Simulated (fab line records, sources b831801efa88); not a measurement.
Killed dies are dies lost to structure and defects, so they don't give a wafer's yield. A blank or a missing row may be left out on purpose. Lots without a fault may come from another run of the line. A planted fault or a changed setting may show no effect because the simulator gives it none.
fab line records | flow sky130
record lots=14 wafers=40 last_day=51
route steps=708 shown VT_ADJUST_LVTN@103 PAD_OPEN@708
lots that met no fault: from a run of the same line without faults
start_h: hours from the record's first day to the start of the lot's first wafer shown | wait_h: hours since the lot's step before | " the same as in the row above | L1.1+2: a row that stands for several wafers | - no value, or no start given | * or withheld: withheld | < > ~ a bound
route shown NAME@n: a module of which the file shows steps, and the number in the route of the first | usual: mean/standard deviation of fault-free wafers | same: alike in all rows | chamber/n: place in a boat | sites: the reading at each site | _std_site: their standard deviation | _edge_site: outer sites' mean less inner sites' | radius_mm: how far each site lies from the wafer's centre | mask NAME#n: copy n | behind: the tool/chamber that last shaped the wafer | hold: why the lot was held/for how many hours/how that ended | device: the transistor (n, p or np) that didn't switch | end of line: the same wafers' tests at the end of the route | a step without rows: its recipe alone | killed: dies lost to structure and defects at the first sort, not the wafer's yield | map: a wafer's dies, x killed, . not, _ none there
set.NAME: the setting as run; set.NAME@STEP: as run at that earlier step | model.NAME: the simulator's own value behind a step, which no gauge read
steps of the route over a sample of lots; a table a step, a row a wafer
## steps
# step SKY_VT_ADJUST_LVTN_DEVELOP_06
# recipe wall_angle_deg=90 developer=TMAH develop_time_s=60 dev_temp_c=23
# columns lot.wafer tool chamber start_h wait_h
L928.1+5+6 litho_track-04 0 157 -
L927.1+3+5 litho_track-03 0 159 -
L929.3+5+6 litho_track-02 0 167 -
L930.1+4+5 litho_track-04 0 175 -
L931.1+2+3 litho_track-04 0 179 -
L932.1+3+4 litho_track-03 0 184 -
L933.1+2+3 litho_track-02 0 195 -
L934.1+2+3 litho_track-03 0 197 -
L935.1+5+6 litho_track-04 0 204 -
L936.3+4+5 litho_track-02 0 215 -
L938.3+5+6 litho_track-03 0 226 -
L940.1+4+5 litho_track-03 0 240 -
L945.3+6 litho_track-03 0 271 -
L949.3+5 litho_track-03 0 299 -
# step SKY_VT_ADJUST_LVTN_OVL_MEAS_07
# usual VT_ADJUST_LVTN_OVL=0.3/1.3
# columns lot.wafer tool chamber start_h wait_h VT_ADJUST_LVTN_OVL[nm]
L928.1 overlay-02 - 157.92 - 1.1
L928.5 " - " " 1.7
L928.6 " - " " 0.1
L927.1 overlay-02 - 160.14 - -1.2
L927.3 " - " " -2.6
L927.5 " - " " -1.4
L929.3 overlay-02 - 167.87 - 1.2
L929.5 " - " " 0.3
L929.6 " - " " -0.9
L930.1 overlay-01 - 175.42 - 3.4
L930.4 " - " " 1.9
L930.5 " - " " 1.1
L931.1 overlay-01 - 179.52 - -0.5
L931.2 " - " " 0.6
L931.3 " - " " -0.4
L932.1 overlay-01 - 184.59 - 3.6
L932.3 " - " " 2.6
L932.4 " - " " 0.1
L933.1 overlay-01 - 195.76 - 0.4
L933.2 " - " " 0.9
L933.3 " - " " 1.8
L934.1 overlay-02 - 197.44 - 0.4
L934.2 " - " " 0.1
L934.3 " - " " 1.1
L935.1 overlay-02 - 204.67 - -0.7
L935.5 " - " " -1.5
L935.6 " - " " 1.1
L936.3 overlay-01 - 215.87 - -0.8
L936.4 " - " " 0.3
L936.5 " - " " 2.2
L938.3 overlay-01 - 226.75 - 0.6
L938.5 " - " " 0.5
L938.6 " - " " -0.6
L940.1 overlay-01 - 241.04 - 0.9
L940.4 " - " " -0.1
L940.5 " - " " -0.3
L945.3 overlay-01 - 271.85 - -
L945.6 " - " " -0.9
L949.3 overlay-02 - 300.00 - -
L949.5 " - " " -
# step SKY_PAD_OPEN_PROBE_99
# usual killed_at_M0_to_M3=43/6.9 killed_at_M4_up=3.2/1.6 killed_at_contacts=25/5.1 killed_at_front_end=16/4.5 killed_at_other=0.3/0.68 killed_dies=87/8.9 killed_on_rim=16/3.6 killed_open=48/6.9 killed_short=39/6.3
# same gross_dies=492 killed_at_back_side=0
# columns lot.wafer tool chamber start_h wait_h killed_at_M0_to_M3 killed_at_M4_up killed_at_contacts killed_at_front_end killed_at_other killed_dies killed_on_rim killed_open killed_short
L945.3 prober-02 - 1204.98 0.2 47 4 24 417 0 492 96 55 28
L945.6 prober-02 - 1205.13 0.2 43 2 26 16 0 87 20 53 34
L949.3 prober-01 - 1220.82 0.2 51 3 22 416 0 492 96 46 42
L949.5 prober-01 - 1220.92 0.2 48 2 22 420 0 492 96 58 33
# killed by level:class
L945.3 VT_ADJUST_LVTN:area_develop=409 VIA1:geometric_particle:open=12 CONTACT:geometric_particle:open=9 VIA2:geometric_particle:open=9 VIA1:geometric_particle:short=6 VIA3:geometric_particle:open=6 LI_CONTACT:geometric_particle:open=5 FIELD_ISO:geometric_particle:open=4
L945.6 CONTACT:geometric_particle:open=12 VIA1:geometric_particle:open=9 VIA2:geometric_particle:open=7 FIELD_ISO:geometric_particle:open=5 VIA3:geometric_particle:open=5 LI_CONTACT:geometric_particle:open=5 METAL1:geometric_particle:short=5 FIELD_ISO:geometric_particle:short=4
L949.3 VT_ADJUST_LVTN:area_develop=404 VIA1:geometric_particle:open=11 CONTACT:geometric_particle:open=9 VIA2:geometric_particle:open=9 METAL1:geometric_particle:short=7 VIA1:geometric_particle:short=7 CONTACT:geometric_particle:short=5 METAL2:geometric_particle:short=5
L949.5 VT_ADJUST_LVTN:area_develop=400 VIA1:geometric_particle:open=15 LI_CONTACT:geometric_particle:open=9 VIA3:geometric_particle:open=8 FIELD_ISO:geometric_particle:open=6 METAL1:geometric_particle:short=6 POLY_GATE:geometric_particle:open=5 CONTACT:geometric_particle:open=5
## key
first_sign step=SKY_VT_ADJUST_LVTN_OVL_MEAS_07 reading=VT_ADJUST_LVTN_OVL direction=missing
effect step=SKY_PAD_OPEN_PROBE_99 reading=killed_at_front_end direction=up sigmas=90 usual=16 struck=418
more_kills_born_at SKY_VT_ADJUST_LVTN_DEVELOP_06@litho_track-03=1213
met_at SKY_VT_ADJUST_LVTN_DEVELOP_06
struck_lots L945,L949
struck_wafers L945.3,L949.3,L949.5
tester_left_out L945,L949
onset_between 240 271
fault kind=process_parameter_drift tool=litho_track-03 chamber=- onset_h=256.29 steps=SKY_VT_ADJUST_LVTN_DEVELOP_06 channel=develop_time_s offset=* shape=step end_h=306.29 scope=struck_wafers_only acts_in=* stated=*
# tester_left_out: of these lots the tester's yield and bins aren't shown, on N5 and GAA mostly nor the transistor test; their killed dies are dies lost to structure and defects alone, not to doping, threshold or leakage, so they don't give the yield
